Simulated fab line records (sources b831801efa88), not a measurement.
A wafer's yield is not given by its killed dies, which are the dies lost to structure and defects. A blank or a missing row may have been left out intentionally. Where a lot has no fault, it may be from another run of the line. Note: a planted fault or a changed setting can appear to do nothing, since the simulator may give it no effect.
fab line records -- flow sky130
record lots=13, wafers=39, last-day=50
route steps=708 shown VT_ADJUST_HVTR@138 VT_ADJUST_PCH@150 SONOS_TUNNEL@166 POLY_GATE@229 PAD_OPEN@708
lots untouched by any fault: they come from a run of this same line in which no faults occurred
start-h: start of the lot's first displayed wafer, in hours after the record's first day -- wait-h: hours elapsed since this lot's preceding step -- " identical to the entry in the row above -- L1.1+2: a single row standing in for several wafers -- - no value, or no start was given -- * or withheld: withheld -- < > ~ a bound
route shown NAME@n: NAME is a module with steps in the file, n the number in the route of the first one -- usual: average and standard deviation across the fault-free wafers -- same: alike in all rows -- chamber/n: place in a boat -- sites: the reading at each site -- _std_site: how widely they spread, as a standard deviation -- _edge_site: outer sites' mean less inner sites' -- radius-mm: how far each site lies from the wafer's centre -- mask NAME#n: copy n -- behind: the most recent tool/chamber to have shaped the wafer -- hold: cause of the lot's hold/its duration in hours/its outcome -- device: the n, p or np transistor that did not switch -- end of line: tests run on the same wafers once the route is complete -- a step without rows: its recipe alone -- killed: the dies lost at the first sort to structure and to defects; this is not the yield of the wafer -- map: a wafer's dies, marking killed ones x, the rest . and places with no die _
set.NAME: the setting the step ran with; set.NAME@STEP: the setting that earlier step ran with -- model.NAME: the simulator's own value behind a step, which no gauge read
route steps across a sampled set of lots; one table per step, one row per wafer
services: from which hour (start-h, from the record's first day; less than 0 if before it) a tool's chamber was out of use, for how many hours, and why
## steps
# step SKY_VT_ADJUST_HVTR_CD_MEAS_07
# recipe target-cd-nm=380
# usual cd-nm=379.9/2.1
lot.wafer,tool,chamber,start-h,wait-h,cd-nm
L212.2,cd-sem-01,-,202.73,0.1,381.5
L212.3,cd-sem-01,-,202.73,0.1,380.4
L212.4,cd-sem-01,-,202.73,0.1,382.5
L213.3,cd-sem-02,-,205.09,0.1,378.5
L213.4,cd-sem-02,-,205.09,0.1,377.6
L213.5,cd-sem-02,-,205.09,0.1,377.2
L215.1,cd-sem-01,-,217.76,0.1,377.5
L215.5,cd-sem-01,-,217.76,0.1,377.6
L215.6,cd-sem-01,-,217.76,0.1,379.3
L216.1,cd-sem-02,-,224.76,0.1,380.3
L216.2,cd-sem-02,-,224.76,0.1,381.3
L216.3,cd-sem-02,-,224.76,0.1,376.7
L220.2,cd-sem-02,-,265.77,0.1,379.4
L220.5,cd-sem-02,-,265.77,0.1,379.8
L220.6,cd-sem-02,-,265.77,0.1,380.3
L222.1,cd-sem-02,-,276.35,0.1,380.6
L222.3,cd-sem-02,-,276.35,0.1,381.0
L222.6,cd-sem-02,-,276.35,0.1,383.9
L227.2,cd-sem-01,-,332.58,0.1,377.8
L227.5,cd-sem-01,-,332.58,0.1,380.3
L227.6,cd-sem-01,-,332.58,0.1,379.7
L228.1,cd-sem-01,-,346.82,0.1,381.2
L228.5,cd-sem-01,-,346.82,0.1,380.0
L228.6,cd-sem-01,-,346.82,0.1,381.2
L229.1,cd-sem-01,-,347.47,0.1,381.4
L229.3,cd-sem-01,-,347.47,0.1,380.0
L229.5,cd-sem-01,-,347.47,0.1,378.6
L232.1,cd-sem-01,-,369.32,0.1,382.9
L232.4,cd-sem-01,-,369.32,0.1,382.5
L232.5,cd-sem-01,-,369.32,0.1,383.3
L233.3,cd-sem-01,-,373.24,0.1,382.4
L233.4,cd-sem-01,-,373.24,0.1,380.1
L233.5,cd-sem-01,-,373.24,0.1,381.4
L234.1,cd-sem-01,-,378.37,0.1,382.0
L234.3,cd-sem-01,-,378.37,0.1,382.1
L234.5,cd-sem-01,-,378.37,0.1,381.7
L235.1,cd-sem-02,-,378.67,0.1,380.8
L235.2,cd-sem-02,-,378.67,0.1,378.3
L235.3,cd-sem-02,-,378.67,0.1,380.4
# step SKY_VT_ADJUST_PCH_OVL_MEAS_07
# usual VT_ADJUST_PCH_OVL=-0.2/1.4
lot.wafer,tool,chamber,start-h,wait-h,VT_ADJUST_PCH_OVL[nm]
L212.2,overlay-02,-,225.56,-,-1.1
L212.3,overlay-02,-,225.56,-,-0.3
L212.4,overlay-02,-,225.56,-,0.9
L213.3,overlay-02,-,227.84,-,0.9
L213.4,overlay-02,-,227.84,-,2.9
L213.5,overlay-02,-,227.84,-,1.7
L215.1,overlay-01,-,241.35,-,1.1
L215.5,overlay-01,-,241.35,-,3.2
L215.6,overlay-01,-,241.35,-,-0.5
L216.1,overlay-01,-,248.22,-,-3.4
L216.2,overlay-01,-,248.22,-,0.4
L216.3,overlay-01,-,248.22,-,0.0
L220.2,overlay-02,-,291.77,-,0.1
L220.5,overlay-02,-,291.77,-,1.1
L220.6,overlay-02,-,291.77,-,-0.1
L222.1,overlay-01,-,302.71,-,-2.1
L222.3,overlay-01,-,302.71,-,-4.7
L222.6,overlay-01,-,302.71,-,-2.7
L227.2,overlay-01,-,359.43,-,-1.8
L227.5,overlay-01,-,359.43,-,-1.0
L227.6,overlay-01,-,359.43,-,-0.6
L228.1,overlay-01,-,375.00,-,0.1
L228.5,overlay-01,-,375.00,-,-1.1
L228.6,overlay-01,-,375.00,-,-0.3
L229.1,overlay-01,-,376.12,-,0.0
L229.3,overlay-01,-,376.12,-,0.7
L229.5,overlay-01,-,376.12,-,-0.8
L232.1,overlay-02,-,398.47,-,-0.3
L232.4,overlay-02,-,398.47,-,0.9
L232.5,overlay-02,-,398.47,-,-0.4
L233.3,overlay-01,-,402.72,-,-1.0
L233.4,overlay-01,-,402.72,-,1.6
L233.5,overlay-01,-,402.72,-,0.6
L234.1,overlay-01,-,407.56,-,-1.8
L234.3,overlay-01,-,407.56,-,-1.3
L234.5,overlay-01,-,407.56,-,-2.6
L235.1,overlay-02,-,407.91,-,-0.5
L235.2,overlay-02,-,407.91,-,1.1
L235.3,overlay-02,-,407.91,-,0.0
# step SKY_SONOS_TUNNEL_TW_MEAS_12
# usual SONOS_TUNNEL_TW=197.3/0.9
lot.wafer,tool,chamber,start-h,wait-h,SONOS_TUNNEL_TW
L212.2,film-metro-04,-,249.59,0.0,197.9
L212.3,film-metro-04,-,249.59,0.0,197.6
L212.4,film-metro-04,-,249.59,0.0,197.2
L213.3,film-metro-02,-,251.65,0.0,198.5
L213.4,film-metro-02,-,251.65,0.0,197.4
L213.5,film-metro-02,-,251.65,0.0,197.4
L215.1,film-metro-04,-,265.34,0.0,198.1
L215.5,film-metro-04,-,265.34,0.0,198.8
L215.6,film-metro-04,-,265.34,0.0,199.6
L216.1,film-metro-02,-,272.79,0.0,197.4
L216.2,film-metro-02,-,272.79,0.0,197.8
L216.3,film-metro-02,-,272.79,0.0,196.6
L220.2,film-metro-02,-,318.69,0.0,196.3
L220.5,film-metro-02,-,318.69,0.0,196.9
L220.6,film-metro-02,-,318.69,0.0,196.7
L222.1,film-metro-01,-,329.25,0.0,197.2
L222.3,film-metro-01,-,329.25,0.0,195.7
L222.6,film-metro-01,-,329.25,0.0,195.4
L227.2,film-metro-01,-,388.34,0.0,198.0
L227.5,film-metro-01,-,388.34,0.0,198.0
L227.6,film-metro-01,-,388.34,0.0,197.2
L228.1,film-metro-02,-,404.38,0.0,197.8
L228.5,film-metro-02,-,404.38,0.0,198.6
L228.6,film-metro-02,-,404.38,0.0,198.8
L229.1,film-metro-01,-,405.28,0.0,197.5
L229.3,film-metro-01,-,405.28,0.0,198.3
L229.5,film-metro-01,-,405.28,0.0,197.2
L232.1,film-metro-04,-,428.99,0.0,197.4
L232.4,film-metro-04,-,428.99,0.0,196.6
L232.5,film-metro-04,-,428.99,0.0,197.6
L233.3,film-metro-01,-,433.37,0.0,196.5
L233.4,film-metro-01,-,433.37,0.0,195.1
L233.5,film-metro-01,-,433.37,0.0,196.5
L234.1,film-metro-04,-,437.33,0.0,197.8
L234.3,film-metro-04,-,437.33,0.0,197.3
L234.5,film-metro-04,-,437.33,0.0,198.5
L235.1,film-metro-02,-,438.73,0.0,197.2
L235.2,film-metro-02,-,438.73,0.0,197.1
L235.3,film-metro-02,-,438.73,0.0,197.6
# step SKY_POLY_GATE_ETCH_15
# recipe chemistry=N2/H2, target=BARC, ion-energy-ev=200, source-w=500, bias-w=100, pressure-mtorr=30, n2-flow-sccm=100, h2-flow-sccm=200, stop-on=SiO2, time-s=118.5, target-depth-a=1100
# usual chamber-pressure-mTorr=30.000/0.029, drypump-motor-current-A=5.4/0.32, oes-product-au=0.716/0.0048, throttle-valve-pct=13.214/0.0095
lot.wafer,tool,chamber,start-h,wait-h,chamber-pressure-mTorr,drypump-motor-current-A,oes-product-au,rf-hours-counter-h,throttle-valve-pct
L212.2,rie-diel-01,3,368.18,0.0,29.942,5.0,0.714,54,13.197
L212.3,rie-diel-01,0,368.18,0.0,29.979,5.4,0.710,27,13.223
L212.4,rie-diel-01,2,368.18,0.0,29.988,5.9,0.711,78,13.227
L213.3,rie-diel-02,2,373.67,0.0,29.996,5.3,0.721,19,13.204
L213.4,rie-diel-02,2,373.67,0.0,29.956,5.3,0.707,-,13.205
L213.5,rie-diel-02,0,373.67,0.0,30.012,5.5,0.705,-,13.219
L215.1,rie-diel-02,3,385.82,0.0,29.963,5.5,0.718,8,13.208
L215.5,rie-diel-02,2,385.82,0.0,29.974,5.3,0.721,-,13.219
L215.6,rie-diel-02,0,385.82,0.0,30.056,5.4,0.721,-,13.210
L216.1,rie-diel-02,2,394.42,0.0,30.053,5.3,0.720,20,13.224
L216.2,rie-diel-02,3,394.42,0.0,29.995,5.6,0.712,9,13.198
L216.3,rie-diel-02,0,394.42,0.0,29.997,5.4,0.721,10,13.231
L220.2,rie-diel-02,2,448.02,0.0,35.995,5.3,0.717,21,13.208
L220.5,rie-diel-02,1,448.02,0.0,35.969,5.7,0.719,-,13.207
L220.6,rie-diel-02,0,448.02,0.0,35.993,5.4,0.717,-,13.221
L222.1,rie-diel-02,0,454.87,0.0,35.957,5.5,0.714,11,13.216
L222.3,rie-diel-02,1,454.87,0.0,36.001,5.7,0.714,5,13.223
L222.6,rie-diel-02,2,454.87,0.0,35.956,5.3,0.715,-,13.213
L227.2,rie-diel-04,3,530.31,0.0,30.009,5.9,0.711,6,13.207
L227.5,rie-diel-04,1,530.31,0.0,29.997,5.4,0.718,-,13.202
L227.6,rie-diel-04,2,530.31,0.0,30.049,5.0,0.711,-,13.202
L229.1,rie-diel-04,2,542.66,0.0,30.023,5.0,0.716,9,13.221
L229.3,rie-diel-04,1,542.66,0.0,30.030,5.5,0.719,5,13.198
L229.5,rie-diel-04,1,542.66,0.0,29.983,5.5,0.716,-,13.228
L228.1,rie-diel-02,2,542.67,0.0,29.984,5.3,0.721,22,13.211
L228.5,rie-diel-02,0,542.67,0.0,29.967,5.5,0.716,-,13.223
L228.6,rie-diel-02,1,542.67,0.0,29.969,5.7,0.712,-,13.214
L232.1,rie-diel-01,0,569.56,0.0,29.972,5.3,0.724,31,13.214
L232.4,rie-diel-01,3,569.56,0.0,30.022,5.0,0.718,-,13.200
L232.5,rie-diel-01,0,569.56,0.0,29.990,5.3,0.720,-,13.232
L233.3,rie-diel-04,2,573.11,0.0,30.029,5.0,0.715,10,13.229
L233.4,rie-diel-04,1,573.11,0.0,30.020,5.5,0.721,6,13.197
L233.5,rie-diel-04,3,573.11,0.0,29.927,5.9,0.709,-,13.204
L234.1,rie-diel-02,2,573.53,0.0,30.017,5.3,0.711,23,13.217
L234.3,rie-diel-02,1,573.53,0.0,30.011,5.6,0.720,6,13.216
L234.5,rie-diel-02,3,573.53,0.0,30.011,5.5,0.717,-,13.216
L235.1,rie-diel-01,1,583.71,0.0,30.020,5.5,0.699,0,13.220
L235.2,rie-diel-01,0,583.71,0.0,30.036,5.4,0.722,32,13.211
L235.3,rie-diel-01,3,583.71,0.0,30.010,5.0,0.709,59,13.213
# step SKY_PAD_OPEN_PROBE_99
# usual killed_at_M0_to_M3=44/7.2, killed_at_M4_up=3.0/1.8, killed-at-contacts=24/5.4, killed-at-front-end=14/4.4, killed-at-other=0.4/0.64, killed-dies=86/9.4, killed-open=47/7.7, killed-short=39/5.8
# same gross-dies=492, killed-at-back-side=0
lot.wafer,tool,chamber,start-h,wait-h,killed_at_M0_to_M3,killed_at_M4_up,killed-at-contacts,killed-at-front-end,killed-at-other,killed-dies,killed-open,killed-short
L220.5,prober-02,-,1130.40,0.2,41,7,29,15,0,92,50,42
L229.1,prober-01,-,1186.72,0.1,52,2,26,11,0,91,52,39
L229.3,prober-01,-,1186.82,0.2,45,2,19,18,0,84,55,28
L229.5,prober-01,-,1186.92,0.2,40,1,28,19,1,89,36,51
# killed by level:class
L220.5 CONTACT:geometric-particle:open=12 VIA1:geometric-particle:open=12 VIA1:geometric-particle:short=7 LOCAL_INTERCONNECT:geometric-particle:short=7 POLY_GATE:geometric-particle:short=5 METAL1:geometric-particle:short=5 VIA3:geometric-particle:open=5 FIELD_ISO:geometric-particle:open=4
L229.1 VIA1:geometric-particle:open=14 METAL2:geometric-particle:short=8 VIA3:geometric-particle:open=8 LI_CONTACT:geometric-particle:open=7 FIELD_ISO:geometric-particle:open=6 LOCAL_INTERCONNECT:geometric-particle:short=6 CONTACT:geometric-particle:open=6 METAL1:geometric-particle:short=6
L229.3 VIA2:geometric-particle:open=11 VIA1:geometric-particle:open=10 LI_CONTACT:geometric-particle:open=8 POLY_GATE:geometric-particle:short=5 CONTACT:geometric-particle:open=5 FIELD_ISO:geometric-particle:open=4 POLY_GATE:geometric-particle:open=4 METAL1:geometric-particle:short=4
L229.5 VIA1:geometric-particle:open=12 CONTACT:geometric-particle:short=9 CONTACT:geometric-particle:open=9 FIELD_ISO:geometric-particle:short=5 POLY_GATE:geometric-particle:short=5 VIA1:geometric-particle:short=5 LOCAL_INTERCONNECT:geometric-particle:short=4 METAL1:geometric-particle:short=4
## services
tool,chamber,start-h,hours,kind
rie-diel-04,-,351.62,2.8,pm
rie-diel-02,-,354.39,15.6,pm
rie-diel-04,1,356.91,4.4,repair
rie-diel-02,1,370.42,18.9,repair
rie-diel-04,-,377.31,1.0,repair
rie-diel-01,1,388.20,14.0,repair
rie-diel-04,-,405.06,0.3,repair
rie-diel-01,1,415.05,2.6,repair
rie-diel-01,1,429.16,46.2,repair
rie-diel-01,3,429.47,12.1,repair
rie-diel-04,-,430.67,0.1,repair
rie-diel-02,-,456.42,2.8,pm
rie-diel-02,0,481.44,2.2,repair
rie-diel-01,1,531.51,13.6,repair
rie-diel-02,-,534.48,0.6,repair
rie-diel-01,1,552.48,-,clean
rie-diel-01,1,552.48,30.0,scheduled-down
rie-diel-01,1,552.48,30.0,vent-cycle
rie-diel-01,2,582.51,-,clean
rie-diel-01,2,582.51,16.4,scheduled-down
rie-diel-01,2,582.51,16.4,vent-cycle
## key
first-sign step=SKY_POLY_GATE_ETCH_15, reading=chamber-pressure-mTorr, direction=up, sigmas=99+, usual=30.000, struck=35.978
effect none on later readings
met-at SKY_POLY_GATE_ETCH_15
struck-lots L220,L222
tester-left-out L220,L222
not-acting-at SKY_VT_ADJUST_HVTR_CD_MEAS_07,SKY_VT_ADJUST_PCH_OVL_MEAS_07,SKY_SONOS_TUNNEL_TW_MEAS_12
onset-between 394.42 448.02
fault kind=process-parameter-drift, tool=rie-diel-02, chamber=-, onset-h=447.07, steps=SKY_POLY_GATE_ETCH_15, channel=pressure-mtorr, offset=6, shape=step, end-h=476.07, acts-in=these-recipes-only, stated=30
# tester-left-out: of these lots the tester's yield and bins aren't shown, on N5 and GAA mostly nor the transistor test; their killed dies are dies lost to structure and defects alone, not to doping, threshold or leakage, so they don't give the yield
